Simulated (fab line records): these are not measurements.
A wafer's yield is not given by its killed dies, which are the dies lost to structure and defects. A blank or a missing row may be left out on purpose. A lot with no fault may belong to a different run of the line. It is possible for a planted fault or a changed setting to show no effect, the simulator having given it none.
A lot that was struck, set against a sound lot ; flow gf180mcu ; 17 out of 602 route steps
Sound: these wafers, L742.1, L742.2, L742.6. Struck: wafers L749.3, L749.5. (L749.6 of the same lot was not struck and is left out.) The cause comes at the end.
At each step with rows: each side's tool, then ch and its chambers, then its first start. Under that, the readings that differ: sound wafers ; struck wafers ; difference of the means ; sigmas: that difference in standard deviations of wafers without a fault.
alike: same words and numbers on both sides, and readings whose means sit less than 2 such deviations apart. not compared: any withheld reading, any reading some wafer has no value for, any bound like >300 that may hide the same value, and any number with overlapping values for which the record gives no deviation.
Wherever a step has rows on one side only, a row that says differs or no value, or a row with sigmas, the two part there. Numbers that don't overlap but have no deviation are shown without sigmas and don't part them. Lack of a reading on every wafer of one side parts them only where that side has two or more wafers.

first, 2 steps without rows for these wafers: GF_CONTACT_PEB_12 (peb time 90 s); GF_CONTACT_DEVELOP_13 (develop time 60 s).
GF_CONTACT_CD_MEAS_14: the cd target is 220 nm.
  sound: cd sem-02 at day 19 07:58; struck: cd sem-02 at day 21 22:25
  alike: cd nm
GF_CONTACT_OVL_MEAS_15:
  sound: overlay-01 at day 19 08:05; struck: overlay-02 at day 21 22:31
  alike: CONTACT_OVL
GF_CONTACT_ETCH_16: etches BARC in N2/H2.
  sound on rie diel-04 ch 0,1,2, day 19 08:08; struck on rie diel-04 ch 0,2, day 21 22:32
  alike: drypump motor current A, oes product au, throttle valve pct
GF_CONTACT_ETCH_17: etches SiO2 in C4F8/O2/Ar, stops on CoSi2, target depth 860 nm.
  sound: rie diel-04 ch 0,1,2; struck: rie diel-04 ch 0,2
  alike: oes product au
GF_CONTACT_STRIP_18: strips in O2/N2.
  sound on plasma asher-03 ch 0,1, day 19 08:17; struck on plasma asher-01 ch 0, day 21 22:44
  alike: drypump motor current A, heater power w, oes product au
  not compared: rf hours counter h
then, 3 steps without rows for these wafers: GF_CONTACT_CLEAN_19 (cleans in SPM); GF_CONTACT_CLEAN_20 (cleans in DIW); GF_CONTACT_CLEAN_21 (cleans in dHF, time 20 s).
GF_CONTACT_SPUTTER_22: material Ti, target thk 15 nm, time 80.02 s.
  sound: pvd sputter-01 at day 19 08:35; struck: pvd sputter-02 at day 21 23:05
  alike: throttle valve pct
then, 1 step without rows for these wafers: GF_CONTACT_SPUTTER_23 (material TiN, target thk 10 nm, time 40 s).
GF_CONTACT_CVD_24: deposits W, target thk 300 nm, time 90.339 s.
  sound on cvd w-02 ch 0,1, day 19 08:41; struck on cvd w-02 ch 0, day 21 23:13
reading;sound;struck;difference;sigmas
susceptor temp C (C);400.37 400.10 400.15;394.02 393.75;-6.32;-29
model.W_of_CONTACT_CVD_24.thk nm (nm);298.2 297.8 297.9;270.1 268.5;-28.7;
  alike: heater power w
  not compared: since wet clean h
GF_CONTACT_RS_MEAS_25: the measuring method here is four-point-probe.
  sound: film metro-03 at day 19 08:47; struck: film metro-02 at day 21 23:37
reading;sound;struck;difference;sigmas
CONTACT_W_RS (ohm/sq);0.386 0.386 0.386;0.424 0.427;+0.039;+12
  not compared: hold
GF_CONTACT_THK_MEAS_26: measures by xrf.
  sound: film metro-03 at day 19 08:55; struck: film metro-02 at day 22 03:52
reading;sound;struck;difference;sigmas
CONTACT_W_THK (nm);295 293 294;261 260;-34;-8
  not compared: hold
GF_CONTACT_CMP_27: polishes, stops on SiO2, t overpolish 15 s, target thk 0 nm.
  sound on cmp-02 ch 0,2,3, day 19 09:01; struck on cmp-01 ch 1,2, day 22 06:50
reading;sound;struck;difference;sigmas
hold;- - -;await dispo/2.5h/release await dispo/2.5h/release;no value on the sound wafers;
time to endpoint s (s);71 74 73;62 64;-10;-3
  alike: edge zone pressure frac, motor current A
GF_PASSIVATION_PROBE_99:
  sound wafers here have rows in the record (prober-01, day 31 17:55); struck ones have none

== WHERE THEY PART ==
Last at GF_PASSIVATION_PROBE_99 as far as this record goes, first at GF_CONTACT_CVD_24.

WHY: the cause the simulator had injected
cvd w-02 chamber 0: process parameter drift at GF_CONTACT_CVD_24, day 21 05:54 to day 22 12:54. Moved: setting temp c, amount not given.
